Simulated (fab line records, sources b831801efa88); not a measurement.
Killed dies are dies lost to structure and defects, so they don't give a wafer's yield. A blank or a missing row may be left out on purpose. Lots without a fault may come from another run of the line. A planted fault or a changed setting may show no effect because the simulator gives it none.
A struck lot beside a sound one | flow sfq_line | 13 steps out of a route of 325
Sound: wafers L795.3, L795.5, L795.6. Struck: wafer L794.2. (L794.1, L794.6 of the same lot were not struck and are left out.) The cause comes at the end.
At each step with rows: each side's tool, then ch and its chambers, then its first start. Under that, the readings that differ: sound wafers | struck wafers | difference of the means | sigmas: that difference in standard deviations of wafers without a fault.
alike: readings whose means differ by less than 2 such deviations, and words and numbers that are the same on both sides. not compared: withheld readings, readings that some wafer has no value for, bounds like >300 that may hide the same value, and numbers for which the record gives no deviation and whose values overlap.
The two part at a step that has a row with sigmas, a row that says differs or no value, or rows on one side only. Numbers that don't overlap but have no deviation are shown without sigmas and don't part them. A reading that every wafer of one side lacks parts them only if that side has two wafers or more.

first, 1 step without rows for these wafers: SFQ_TRILAYER_M6_DEP_PRE_CLEAN_158 (time 22.5 s).
SFQ_TRILAYER_M6_DEP_SPUTTER_157: material Nb, target thk 200 nm, time 133.3 s.
  sound on pvd_sputter-06, day 80 03:19; struck on pvd_sputter-06, day 80 00:54
  alike: throttle_valve_pct
SFQ_M6_RS_MEAS_938: measures by four-point-probe.
  sound on film_metro-02, day 80 03:27; struck on film_metro-04, day 80 00:59
  alike: M6_NB_RS
then, 6 steps without rows for these wafers: SFQ_TRILAYER_M6_LITHO_COAT_164 (resist thk 60.96 nm); SFQ_TRILAYER_M6_LITHO_COAT_159 (resist thk 600 nm); SFQ_TRILAYER_M6_LITHO_SOFTBAKE_163; SFQ_TRILAYER_M6_LITHO_EXPOSE_160 (exposes mask M6, target cd 500 nm); SFQ_TRILAYER_M6_LITHO_PEB_162 (peb time 60 s); SFQ_TRILAYER_M6_LITHO_DEVELOP_161 (time 60 s).
SFQ_M6_OVL_MEAS_940:
  sound on overlay-02, day 80 07:46; struck on overlay-02, day 80 05:22
  alike: M6_OVL
SFQ_TRILAYER_M6_BARC_OPEN_METAL_ETCH_206: etches BARC in O2, target depth 125 nm, time 41.7 s.
  sound on rie_metal-02 ch 0,1, day 80 07:49; struck on rie_metal-01 ch 0, day 80 05:24
  reading                | sound | struck | difference                   | sigmas
  rf_hours_counter_h (h) | - - - | 116    | no value on the sound wafers |
  alike: chamber_pressure_mTorr, drypump_motor_current_A, oes_product_au
SFQ_TRILAYER_M6_ETCH_METAL_ETCH_162: etches Nb in Cl2/Ar, stops on SiO2, target depth 240 nm, time 120 s.
  sound on rie_metal-02 ch 0,1, day 80 07:54; struck on rie_metal-01 ch 0, day 80 05:28
  reading                        | sound               | struck | difference                   | sigmas
  chamber_pressure_mTorr (mTorr) | 10.000 9.999 10.002 | 8.000  | -2.000                       | -99 or more
  rf_hours_counter_h (h)         | - - -               | 117    | no value on the sound wafers |
  alike: drypump_motor_current_A, oes_product_au
SFQ_TRILAYER_M6_STRIP_STRIP_163: strips in O2.
  sound on rie_metal-02 ch 0,1, day 80 08:11; struck on rie_metal-01 ch 0, day 80 05:35
  reading                | sound | struck | difference                   | sigmas
  rf_hours_counter_h (h) | - - - | 117    | no value on the sound wafers |
  alike: drypump_motor_current_A, oes_product_au

WHERE THEY PART
First at SFQ_TRILAYER_M6_BARC_OPEN_METAL_ETCH_206; last, within this record, at SFQ_TRILAYER_M6_STRIP_STRIP_163.

WHY: what the simulator had put in
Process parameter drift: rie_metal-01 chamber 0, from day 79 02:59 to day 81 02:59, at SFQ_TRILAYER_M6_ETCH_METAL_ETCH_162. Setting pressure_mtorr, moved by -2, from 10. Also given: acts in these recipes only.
